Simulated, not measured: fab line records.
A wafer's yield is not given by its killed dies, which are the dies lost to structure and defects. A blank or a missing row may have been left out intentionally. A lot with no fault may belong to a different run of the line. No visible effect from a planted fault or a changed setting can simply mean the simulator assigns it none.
fab line records :: flow gf180mcu
[record]
  lots = 5
  wafers = 15
  lastDay = 32
route steps=602 shown PSD@248
lots untouched by any fault: they come from a run of this same line in which no faults occurred
startH: start of the lot's first displayed wafer, in hours after the record's first day :: waitH: how many hours have passed since the lot's step before this one :: " identical to the entry in the row above :: L1.1+2: a row that stands for several wafers :: - either no value or no given start :: * or withheld: withheld :: < > ~ a bound
route shown NAME@n: a module of which the file shows steps, and the number in the route of the first :: usual: the fault-free wafers' mean and standard deviation :: same: alike in all rows :: chamber/n: place in a boat :: sites: per-site readings :: _std_site: standard deviation of those values :: _edge_site: the outer-site mean with the inner-site mean subtracted :: radiusMm: for every site, how far away it sits from the centre of the wafer :: mask NAME#n: copy n :: behind: the most recent tool/chamber to have shaped the wafer :: hold: what put the lot on hold/how long, in hours/how the hold closed :: device: transistor that didn't switch, given as n, p or np :: end of line: at the end of the route, the tests of the same wafers :: for a step that has no rows: nothing shown but its recipe :: killed: at the first sort, the dies lost to defects and structure; wafer yield is something else :: map: a wafer's dies, marking killed ones x, the rest . and places with no die _
set.NAME: the run value of the setting; set.NAME@STEP: its run value at that earlier step :: model.NAME: the simulator's own value behind a step, which no gauge read
a table for each step, a row for each wafer; lots at some steps of the route
services: a tool's chamber out of use, with start hour (startH, from the record's first day; less than 0 if before it), hours out, and reason
[[steps]]
[step GF_PSD_DEHYDRATE_00]
[recipe]
  tempC = 200
  timeS = 60
[usual]
  resistLineTempC = 23.02/0.11
[same]
  timeS = 60
lot.wafer: L075.1
tool: lithoTrack-03
chamber: 0
startH: 318.26
waitH: 9.5
resistLineTempC: 22.89

lot.wafer: L075.5
tool: lithoTrack-03
chamber: 0
startH: 318.26
waitH: 9.5
resistLineTempC: 22.84

lot.wafer: L075.6
tool: lithoTrack-03
chamber: 0
startH: 318.26
waitH: 9.5
resistLineTempC: 22.83

lot.wafer: L083.1
tool: lithoTrack-01
chamber: 0
startH: 379.05
waitH: 9.9
resistLineTempC: 23.08

lot.wafer: L083.5
tool: lithoTrack-01
chamber: 0
startH: 379.05
waitH: 9.9
resistLineTempC: 23.23

lot.wafer: L083.6
tool: lithoTrack-01
chamber: 0
startH: 379.05
waitH: 9.9
resistLineTempC: 23.18

lot.wafer: L084.1
tool: lithoTrack-03
chamber: 0
startH: 394.41
waitH: 11.3
resistLineTempC: 22.90

lot.wafer: L084.2
tool: lithoTrack-03
chamber: 0
startH: 394.41
waitH: 11.3
resistLineTempC: 22.76

lot.wafer: L084.4
tool: lithoTrack-03
chamber: 0
startH: 394.41
waitH: 11.3
resistLineTempC: 23.06

lot.wafer: L087.4
tool: lithoTrack-01
chamber: 0
startH: 415.28
waitH: 10.7
resistLineTempC: 22.94

lot.wafer: L087.5
tool: lithoTrack-01
chamber: 0
startH: 415.28
waitH: 10.7
resistLineTempC: 23.04

lot.wafer: L087.6
tool: lithoTrack-01
chamber: 0
startH: 415.28
waitH: 10.7
resistLineTempC: 22.93

lot.wafer: L088.2
tool: lithoTrack-02
chamber: 0
startH: 425.51
waitH: 11.3
resistLineTempC: 23.01

lot.wafer: L088.5
tool: lithoTrack-02
chamber: 0
startH: 425.51
waitH: 11.3
resistLineTempC: 22.93

lot.wafer: L088.6
tool: lithoTrack-02
chamber: 0
startH: 425.51
waitH: 11.3
resistLineTempC: 23.09
[step GF_PSD_HMDS_01]
[recipe]
  primeTimeS = 60
  primeTempC = 120
[usual]
  resistLineTempC = 23.01/0.11
lot.wafer: L075.1
tool: lithoTrack-03
chamber: 0
startH: 318.41
waitH: 0.1
resistLineTempC: 22.92

lot.wafer: L075.5
tool: lithoTrack-03
chamber: 0
startH: 318.41
waitH: 0.1
resistLineTempC: 22.97

lot.wafer: L075.6
tool: lithoTrack-03
chamber: 0
startH: 318.41
waitH: 0.1
resistLineTempC: 22.92

lot.wafer: L083.1
tool: lithoTrack-01
chamber: 0
startH: 379.20
waitH: 0.1
resistLineTempC: 23.02

lot.wafer: L083.5
tool: lithoTrack-01
chamber: 0
startH: 379.20
waitH: 0.1
resistLineTempC: 23.09

lot.wafer: L083.6
tool: lithoTrack-01
chamber: 0
startH: 379.20
waitH: 0.1
resistLineTempC: 22.99

lot.wafer: L084.1
tool: lithoTrack-03
chamber: 0
startH: 394.56
waitH: 0.1
resistLineTempC: 23.07

lot.wafer: L084.2
tool: lithoTrack-03
chamber: 0
startH: 394.56
waitH: 0.1
resistLineTempC: 23.11

lot.wafer: L084.4
tool: lithoTrack-03
chamber: 0
startH: 394.56
waitH: 0.1
resistLineTempC: 23.09

lot.wafer: L087.4
tool: lithoTrack-01
chamber: 0
startH: 415.43
waitH: 0.1
resistLineTempC: 22.96

lot.wafer: L087.5
tool: lithoTrack-01
chamber: 0
startH: 415.43
waitH: 0.1
resistLineTempC: 22.85

lot.wafer: L087.6
tool: lithoTrack-01
chamber: 0
startH: 415.43
waitH: 0.1
resistLineTempC: 23.03

lot.wafer: L088.2
tool: lithoTrack-02
chamber: 0
startH: 425.66
waitH: 0.1
resistLineTempC: 22.91

lot.wafer: L088.5
tool: lithoTrack-02
chamber: 0
startH: 425.66
waitH: 0.1
resistLineTempC: 22.79

lot.wafer: L088.6
tool: lithoTrack-02
chamber: 0
startH: 425.66
waitH: 0.1
resistLineTempC: 22.74
[step GF_PSD_COAT_02]
[recipe]
  resist = NOVOLAK
  spinRpm = 3000
  resistThkNm = 1000
[usual]
  resistLineTempC = 22.98/0.12
lot.wafer: L075.1
tool: lithoTrack-03
chamber: 0
startH: 318.56
waitH: 0.1
resistLineTempC: 23.06

lot.wafer: L075.5
tool: lithoTrack-03
chamber: 0
startH: 318.56
waitH: 0.1
resistLineTempC: 23.21

lot.wafer: L075.6
tool: lithoTrack-03
chamber: 0
startH: 318.56
waitH: 0.1
resistLineTempC: 23.13

lot.wafer: L083.1
tool: lithoTrack-01
chamber: 0
startH: 379.35
waitH: 0.1
resistLineTempC: 23.02

lot.wafer: L083.5
tool: lithoTrack-01
chamber: 0
startH: 379.35
waitH: 0.1
resistLineTempC: 22.90

lot.wafer: L083.6
tool: lithoTrack-01
chamber: 0
startH: 379.35
waitH: 0.1
resistLineTempC: 22.93

lot.wafer: L084.1
tool: lithoTrack-03
chamber: 0
startH: 394.71
waitH: 0.1
resistLineTempC: 22.87

lot.wafer: L084.2
tool: lithoTrack-03
chamber: 0
startH: 394.71
waitH: 0.1
resistLineTempC: 23.05

lot.wafer: L084.4
tool: lithoTrack-03
chamber: 0
startH: 394.71
waitH: 0.1
resistLineTempC: 22.96

lot.wafer: L087.4
tool: lithoTrack-01
chamber: 0
startH: 415.58
waitH: 0.1
resistLineTempC: 22.90

lot.wafer: L087.5
tool: lithoTrack-01
chamber: 0
startH: 415.58
waitH: 0.1
resistLineTempC: 23.02

lot.wafer: L087.6
tool: lithoTrack-01
chamber: 0
startH: 415.58
waitH: 0.1
resistLineTempC: 22.94

lot.wafer: L088.2
tool: lithoTrack-02
chamber: 0
startH: 425.81
waitH: 0.1
resistLineTempC: 22.92

lot.wafer: L088.5
tool: lithoTrack-02
chamber: 0
startH: 425.81
waitH: 0.1
resistLineTempC: 22.92

lot.wafer: L088.6
tool: lithoTrack-02
chamber: 0
startH: 425.81
waitH: 0.1
resistLineTempC: 22.98
[step GF_PSD_SOFTBAKE_03]
[recipe]
  tempC = 90
  timeS = 60
  resist = NOVOLAK
[usual]
  resistLineTempC = 23.04/0.1
[same]
  timeS = 60
lot.wafer: L075.1
tool: lithoTrack-03
chamber: 0
startH: 318.71
waitH: 0.1
resistLineTempC: 23.18

lot.wafer: L075.5
tool: lithoTrack-03
chamber: 0
startH: 318.71
waitH: 0.1
resistLineTempC: 23.14

lot.wafer: L075.6
tool: lithoTrack-03
chamber: 0
startH: 318.71
waitH: 0.1
resistLineTempC: 23.10

lot.wafer: L083.1
tool: lithoTrack-01
chamber: 0
startH: 379.50
waitH: 0.1
resistLineTempC: 23.14

lot.wafer: L083.5
tool: lithoTrack-01
chamber: 0
startH: 379.50
waitH: 0.1
resistLineTempC: 23.25

lot.wafer: L083.6
tool: lithoTrack-01
chamber: 0
startH: 379.50
waitH: 0.1
resistLineTempC: 23.03

lot.wafer: L084.1
tool: lithoTrack-03
chamber: 0
startH: 394.86
waitH: 0.1
resistLineTempC: 23.13

lot.wafer: L084.2
tool: lithoTrack-03
chamber: 0
startH: 394.86
waitH: 0.1
resistLineTempC: 23.09

lot.wafer: L084.4
tool: lithoTrack-03
chamber: 0
startH: 394.86
waitH: 0.1
resistLineTempC: 23.01

lot.wafer: L087.4
tool: lithoTrack-01
chamber: 0
startH: 415.73
waitH: 0.1
resistLineTempC: 22.92

lot.wafer: L087.5
tool: lithoTrack-01
chamber: 0
startH: 415.73
waitH: 0.1
resistLineTempC: 23.03

lot.wafer: L087.6
tool: lithoTrack-01
chamber: 0
startH: 415.73
waitH: 0.1
resistLineTempC: 22.90

lot.wafer: L088.2
tool: lithoTrack-02
chamber: 0
startH: 425.96
waitH: 0.1
resistLineTempC: 22.96

lot.wafer: L088.5
tool: lithoTrack-02
chamber: 0
startH: 425.96
waitH: 0.1
resistLineTempC: 23.03

lot.wafer: L088.6
tool: lithoTrack-02
chamber: 0
startH: 425.96
waitH: 0.1
resistLineTempC: 23.09
[step GF_PSD_EXPOSE_04]
[recipe]
  maskId = Pplus
  targetCdNm = 400
  na = 0.6
  sourceShape = conventional
  sigmaOuter = 0.6
  doseMj = 140
[same]
  na = 0.6
lot.wafer: L075.1+5+6
tool: ilineStepper-02
chamber: 0
startH: -
waitH: -
mask: Pplus#0

lot.wafer: L083.1+5+6
tool: ilineStepper-01
chamber: 0
startH: -
waitH: -
mask: Pplus#0

lot.wafer: L084.1+2+4
tool: ilineStepper-01
chamber: 0
startH: -
waitH: -
mask: Pplus#0

lot.wafer: L087.4+5+6
tool: ilineStepper-01
chamber: 0
startH: -
waitH: -
mask: Pplus#0

lot.wafer: L088.2+5+6
tool: ilineStepper-01
chamber: 0
startH: -
waitH: -
mask: Pplus#0
[step GF_PSD_PEB_05]
[recipe]
  tempC = withheld
  timeS = *
  resist = NOVOLAK
[usual]
  resistLineTempC = *
[same]
  timeS = *
lot.wafer: L075.1
tool: lithoTrack-03
chamber: 0
startH: -
waitH: -
resistLineTempC: *

lot.wafer: L075.5
tool: lithoTrack-03
chamber: 0
startH: -
waitH: -
resistLineTempC: *

lot.wafer: L075.6
tool: lithoTrack-03
chamber: 0
startH: -
waitH: -
resistLineTempC: *

lot.wafer: L083.1
tool: lithoTrack-03
chamber: 0
startH: -
waitH: -
resistLineTempC: *

lot.wafer: L083.5
tool: lithoTrack-03
chamber: 0
startH: -
waitH: -
resistLineTempC: *

lot.wafer: L083.6
tool: lithoTrack-03
chamber: 0
startH: -
waitH: -
resistLineTempC: *

lot.wafer: L084.1
tool: lithoTrack-02
chamber: 0
startH: -
waitH: -
resistLineTempC: *

lot.wafer: L084.2
tool: lithoTrack-02
chamber: 0
startH: -
waitH: -
resistLineTempC: *

lot.wafer: L084.4
tool: lithoTrack-02
chamber: 0
startH: -
waitH: -
resistLineTempC: *

lot.wafer: L087.4
tool: lithoTrack-03
chamber: 0
startH: -
waitH: -
resistLineTempC: *

lot.wafer: L087.5
tool: lithoTrack-03
chamber: 0
startH: -
waitH: -
resistLineTempC: *

lot.wafer: L087.6
tool: lithoTrack-03
chamber: 0
startH: -
waitH: -
resistLineTempC: *

lot.wafer: L088.2
tool: lithoTrack-03
chamber: 0
startH: -
waitH: -
resistLineTempC: *

lot.wafer: L088.5
tool: lithoTrack-03
chamber: 0
startH: -
waitH: -
resistLineTempC: *

lot.wafer: L088.6
tool: lithoTrack-03
chamber: 0
startH: -
waitH: -
resistLineTempC: *
[step GF_PSD_DEVELOP_06]
[recipe]
  developTimeS = 60
  devTempC = 23
[usual]
  resistLineTempC = 23.00/0.11
lot.wafer: L075.1
tool: lithoTrack-03
chamber: 0
startH: 328.76
waitH: 0.1
resistLineTempC: 23.08

lot.wafer: L075.5
tool: lithoTrack-03
chamber: 0
startH: 328.76
waitH: 0.1
resistLineTempC: 23.12

lot.wafer: L075.6
tool: lithoTrack-03
chamber: 0
startH: 328.76
waitH: 0.1
resistLineTempC: 22.97

lot.wafer: L083.1
tool: lithoTrack-03
chamber: 0
startH: 390.76
waitH: 0.1
resistLineTempC: 23.02

lot.wafer: L083.5
tool: lithoTrack-03
chamber: 0
startH: 390.76
waitH: 0.1
resistLineTempC: 23.10

lot.wafer: L083.6
tool: lithoTrack-03
chamber: 0
startH: 390.76
waitH: 0.1
resistLineTempC: 23.26

lot.wafer: L084.1
tool: lithoTrack-02
chamber: 0
startH: 405.98
waitH: 0.1
resistLineTempC: 23.05

lot.wafer: L084.2
tool: lithoTrack-02
chamber: 0
startH: 405.98
waitH: 0.1
resistLineTempC: 22.97

lot.wafer: L084.4
tool: lithoTrack-02
chamber: 0
startH: 405.98
waitH: 0.1
resistLineTempC: 22.94

lot.wafer: L087.4
tool: lithoTrack-03
chamber: 0
startH: 427.38
waitH: 0.1
resistLineTempC: 23.07

lot.wafer: L087.5
tool: lithoTrack-03
chamber: 0
startH: 427.38
waitH: 0.1
resistLineTempC: 23.16

lot.wafer: L087.6
tool: lithoTrack-03
chamber: 0
startH: 427.38
waitH: 0.1
resistLineTempC: 23.04

lot.wafer: L088.2
tool: lithoTrack-03
chamber: 0
startH: 437.58
waitH: 0.1
resistLineTempC: 23.04

lot.wafer: L088.5
tool: lithoTrack-03
chamber: 0
startH: 437.58
waitH: 0.1
resistLineTempC: 23.08

lot.wafer: L088.6
tool: lithoTrack-03
chamber: 0
startH: 437.58
waitH: 0.1
resistLineTempC: 22.94
[step GF_PSD_CD_MEAS_07]
[recipe]
  targetCdNm = 400
[usual]
  cdNm = 399.1/1.9
lot.wafer: L075.1
tool: cdSem-01
chamber: -
startH: 328.91
waitH: 0.1
cdNm: 397.9

lot.wafer: L075.5
tool: cdSem-01
chamber: -
startH: 328.91
waitH: 0.1
cdNm: 397.7

lot.wafer: L075.6
tool: cdSem-01
chamber: -
startH: 328.91
waitH: 0.1
cdNm: 399.3

lot.wafer: L083.1
tool: cdSem-02
chamber: -
startH: 390.91
waitH: 0.1
cdNm: 398.0

lot.wafer: L083.5
tool: cdSem-02
chamber: -
startH: 390.91
waitH: 0.1
cdNm: 397.6

lot.wafer: L083.6
tool: cdSem-02
chamber: -
startH: 390.91
waitH: 0.1
cdNm: 398.2

lot.wafer: L084.1
tool: cdSem-02
chamber: -
startH: 406.13
waitH: 0.1
cdNm: 401.7

lot.wafer: L084.2
tool: cdSem-02
chamber: -
startH: 406.13
waitH: 0.1
cdNm: 399.3

lot.wafer: L084.4
tool: cdSem-02
chamber: -
startH: 406.13
waitH: 0.1
cdNm: 399.4

lot.wafer: L087.4
tool: cdSem-02
chamber: -
startH: 427.51
waitH: 0.1
cdNm: 402.8

lot.wafer: L087.5
tool: cdSem-02
chamber: -
startH: 427.51
waitH: 0.1
cdNm: 403.5

lot.wafer: L087.6
tool: cdSem-02
chamber: -
startH: 427.51
waitH: 0.1
cdNm: 402.4

lot.wafer: L088.2
tool: cdSem-02
chamber: -
startH: 437.72
waitH: 0.1
cdNm: 399.2

lot.wafer: L088.5
tool: cdSem-02
chamber: -
startH: 437.72
waitH: 0.1
cdNm: 399.9

lot.wafer: L088.6
tool: cdSem-02
chamber: -
startH: 437.72
waitH: 0.1
cdNm: 399.7
[step GF_PSD_OVL_MEAS_08]
[usual]
  PSD_OVL = -1.1/1.3
lot.wafer: L075.1
tool: overlay-01
chamber: -
startH: 329.03
waitH: 0.1
PSD_OVL[nm]: -0.3

lot.wafer: L075.5
tool: overlay-01
chamber: -
startH: 329.03
waitH: 0.1
PSD_OVL[nm]: -1.9

lot.wafer: L075.6
tool: overlay-01
chamber: -
startH: 329.03
waitH: 0.1
PSD_OVL[nm]: 0.1

lot.wafer: L083.1
tool: overlay-02
chamber: -
startH: 391.03
waitH: 0.1
PSD_OVL[nm]: -0.4

lot.wafer: L083.5
tool: overlay-02
chamber: -
startH: 391.03
waitH: 0.1
PSD_OVL[nm]: -1.3

lot.wafer: L083.6
tool: overlay-02
chamber: -
startH: 391.03
waitH: 0.1
PSD_OVL[nm]: -1.8

lot.wafer: L084.1
tool: overlay-01
chamber: -
startH: 406.25
waitH: 0.1
PSD_OVL[nm]: 0.8

lot.wafer: L084.2
tool: overlay-01
chamber: -
startH: 406.25
waitH: 0.1
PSD_OVL[nm]: 0.1

lot.wafer: L084.4
tool: overlay-01
chamber: -
startH: 406.25
waitH: 0.1
PSD_OVL[nm]: -1.2

lot.wafer: L087.4
tool: overlay-01
chamber: -
startH: 427.59
waitH: 0.1
PSD_OVL[nm]: -3.2

lot.wafer: L087.5
tool: overlay-01
chamber: -
startH: 427.59
waitH: 0.1
PSD_OVL[nm]: -2.6

lot.wafer: L087.6
tool: overlay-01
chamber: -
startH: 427.59
waitH: 0.1
PSD_OVL[nm]: -0.6

lot.wafer: L088.2
tool: overlay-02
chamber: -
startH: 437.83
waitH: 0.1
PSD_OVL[nm]: -2.5

lot.wafer: L088.5
tool: overlay-02
chamber: -
startH: 437.83
waitH: 0.1
PSD_OVL[nm]: -1.4

lot.wafer: L088.6
tool: overlay-02
chamber: -
startH: 437.83
waitH: 0.1
PSD_OVL[nm]: -2.3
[step GF_PSD_IMPLANT_09]
[recipe]
  species = BF2
  energyKev = 40
  doseCm2 = 1.5e+15
  tiltDeg = 7
lot.wafer: L075.1+5+6
tool: implanter-03
chamber: 0
startH: 329.06
waitH: 0.0

lot.wafer: L083.1+5+6
tool: implanter-02
chamber: 0
startH: 391.06
waitH: 0.0

lot.wafer: L084.1+2+4
tool: implanter-04
chamber: 0
startH: 406.29
waitH: 0.0

lot.wafer: L087.4+5+6
tool: implanter-04
chamber: 0
startH: 427.69
waitH: 0.1

lot.wafer: L088.2+5+6
tool: implanter-02
chamber: 0
startH: 437.89
waitH: 0.0
[step GF_PSD_STRIP_10]
[recipe]
  chemistry = O2/N2
  powerW = 1400
  pressureMtorr = 1500
  platenTempC = 250
  o2FlowSccm = 3000
  n2FlowSccm = 300
  overashFraction = 0.5
[usual]
  drypumpMotorCurrentA = 5.9/0.42
  heaterPowerW = 348/59
  oesProductAu = 0.591/0.005
  stripTimeToEndpointS = 16.55/0.034
lot.wafer: L075.1
tool: plasmaAsher-04
chamber: 1
startH: 329.21
waitH: 0.1
drypumpMotorCurrentA: 6.2
heaterPowerW: 285
oesProductAu: 0.581
rfHoursCounterH: 52
stripTimeToEndpointS: 16.62

lot.wafer: L075.5
tool: plasmaAsher-04
chamber: 0
startH: 329.21
waitH: 0.1
drypumpMotorCurrentA: 6.6
heaterPowerW: 339
oesProductAu: 0.590
rfHoursCounterH: -
stripTimeToEndpointS: 16.58

lot.wafer: L075.6
tool: plasmaAsher-04
chamber: 1
startH: 329.21
waitH: 0.1
drypumpMotorCurrentA: 6.2
heaterPowerW: 283
oesProductAu: 0.585
rfHoursCounterH: -
stripTimeToEndpointS: 16.55

lot.wafer: L083.1
tool: plasmaAsher-03
chamber: 0
startH: 391.21
waitH: 0.1
drypumpMotorCurrentA: 5.9
heaterPowerW: 319
oesProductAu: 0.591
rfHoursCounterH: 28
stripTimeToEndpointS: 16.51

lot.wafer: L083.5
tool: plasmaAsher-03
chamber: 0
startH: 391.21
waitH: 0.1
drypumpMotorCurrentA: 6.0
heaterPowerW: 324
oesProductAu: 0.583
rfHoursCounterH: -
stripTimeToEndpointS: 16.48

lot.wafer: L083.6
tool: plasmaAsher-03
chamber: 1
startH: 391.21
waitH: 0.1
drypumpMotorCurrentA: 5.8
heaterPowerW: 378
oesProductAu: 0.583
rfHoursCounterH: -
stripTimeToEndpointS: 16.56

lot.wafer: L084.1
tool: plasmaAsher-03
chamber: 0
startH: 406.44
waitH: 0.1
drypumpMotorCurrentA: 6.0
heaterPowerW: 328
oesProductAu: 0.585
rfHoursCounterH: 30
stripTimeToEndpointS: 16.52

lot.wafer: L084.2
tool: plasmaAsher-03
chamber: 1
startH: 406.44
waitH: 0.1
drypumpMotorCurrentA: 5.8
heaterPowerW: 368
oesProductAu: 0.591
rfHoursCounterH: 30
stripTimeToEndpointS: 16.55

lot.wafer: L084.4
tool: plasmaAsher-03
chamber: 0
startH: 406.44
waitH: 0.1
drypumpMotorCurrentA: 6.0
heaterPowerW: 330
oesProductAu: 0.603
rfHoursCounterH: -
stripTimeToEndpointS: 16.54

lot.wafer: L087.4
tool: plasmaAsher-03
chamber: 0
startH: 427.79
waitH: 0.1
drypumpMotorCurrentA: 5.9
heaterPowerW: 331
oesProductAu: 0.592
rfHoursCounterH: -
stripTimeToEndpointS: 16.52

lot.wafer: L087.5
tool: plasmaAsher-03
chamber: 1
startH: 427.79
waitH: 0.1
drypumpMotorCurrentA: 5.8
heaterPowerW: 368
oesProductAu: 0.589
rfHoursCounterH: -
stripTimeToEndpointS: 16.54

lot.wafer: L087.6
tool: plasmaAsher-03
chamber: 0
startH: 427.79
waitH: 0.1
drypumpMotorCurrentA: 5.9
heaterPowerW: 328
oesProductAu: 0.598
rfHoursCounterH: -
stripTimeToEndpointS: 16.50

lot.wafer: L088.2
tool: plasmaAsher-04
chamber: 0
startH: 438.01
waitH: 0.1
drypumpMotorCurrentA: 6.7
heaterPowerW: 325
oesProductAu: 0.590
rfHoursCounterH: 63
stripTimeToEndpointS: 16.52

lot.wafer: L088.5
tool: plasmaAsher-04
chamber: 1
startH: 438.01
waitH: 0.1
drypumpMotorCurrentA: 6.2
heaterPowerW: 280
oesProductAu: 0.590
rfHoursCounterH: -
stripTimeToEndpointS: 16.53

lot.wafer: L088.6
tool: plasmaAsher-04
chamber: 0
startH: 438.01
waitH: 0.1
drypumpMotorCurrentA: 6.7
heaterPowerW: 343
oesProductAu: 0.591
rfHoursCounterH: -
stripTimeToEndpointS: 16.49
[step GF_PSD_TW_MEAS_11]
[usual]
  PSD_TW = 3184/16
lot.wafer: L075.1
tool: filmMetro-01
chamber: -
startH: 329.31
waitH: 0.1
PSD_TW: 3204

lot.wafer: L075.5
tool: filmMetro-01
chamber: -
startH: 329.31
waitH: 0.1
PSD_TW: 3200

lot.wafer: L075.6
tool: filmMetro-01
chamber: -
startH: 329.31
waitH: 0.1
PSD_TW: 3199

lot.wafer: L083.1
tool: filmMetro-02
chamber: -
startH: 391.31
waitH: 0.1
PSD_TW: 3164

lot.wafer: L083.5
tool: filmMetro-02
chamber: -
startH: 391.31
waitH: 0.1
PSD_TW: 3196

lot.wafer: L083.6
tool: filmMetro-02
chamber: -
startH: 391.31
waitH: 0.1
PSD_TW: 3193

lot.wafer: L084.1
tool: filmMetro-02
chamber: -
startH: 406.54
waitH: 0.1
PSD_TW: 3172

lot.wafer: L084.2
tool: filmMetro-02
chamber: -
startH: 406.54
waitH: 0.1
PSD_TW: 3180

lot.wafer: L084.4
tool: filmMetro-02
chamber: -
startH: 406.54
waitH: 0.1
PSD_TW: 3177

lot.wafer: L087.4
tool: filmMetro-04
chamber: -
startH: 427.89
waitH: 0.1
PSD_TW: 3200

lot.wafer: L087.5
tool: filmMetro-04
chamber: -
startH: 427.89
waitH: 0.1
PSD_TW: 3183

lot.wafer: L087.6
tool: filmMetro-04
chamber: -
startH: 427.89
waitH: 0.1
PSD_TW: 3202

lot.wafer: L088.2
tool: filmMetro-04
chamber: -
startH: 438.12
waitH: 0.1
PSD_TW: 3177

lot.wafer: L088.5
tool: filmMetro-04
chamber: -
startH: 438.12
waitH: 0.1
PSD_TW: 3171

lot.wafer: L088.6
tool: filmMetro-04
chamber: -
startH: 438.12
waitH: 0.1
PSD_TW: 3184
[[services]]
tool: ilineStepper-01
chamber: -
startH: 299.81
hours: 1.7
kind: pm

tool: implanter-02
chamber: -
startH: 300.70
hours: 2.1
kind: repair

tool: lithoTrack-02
chamber: -
startH: 307.49
hours: -
kind: consumableReplace:filter

tool: ilineStepper-02
chamber: -
startH: 322.08
hours: 11.0
kind: repair

tool: implanter-04
chamber: -
startH: 334.11
hours: 7.5
kind: repair

tool: implanter-04
chamber: -
startH: 341.59
hours: 4.0
kind: pm

tool: ilineStepper-01
chamber: -
startH: 342.76
hours: 3.6
kind: repair

tool: plasmaAsher-04
chamber: -
startH: 370.09
hours: 10.0
kind: pm

tool: ilineStepper-02
chamber: -
startH: 376.96
hours: 1.7
kind: pm

tool: implanter-03
chamber: -
startH: 379.06
hours: 0.8
kind: repair

tool: implanter-04
chamber: -
startH: 402.83
hours: 3.0
kind: pm

tool: plasmaAsher-04
chamber: -
startH: 419.06
hours: 2.0
kind: repair
[[key]]
fault none
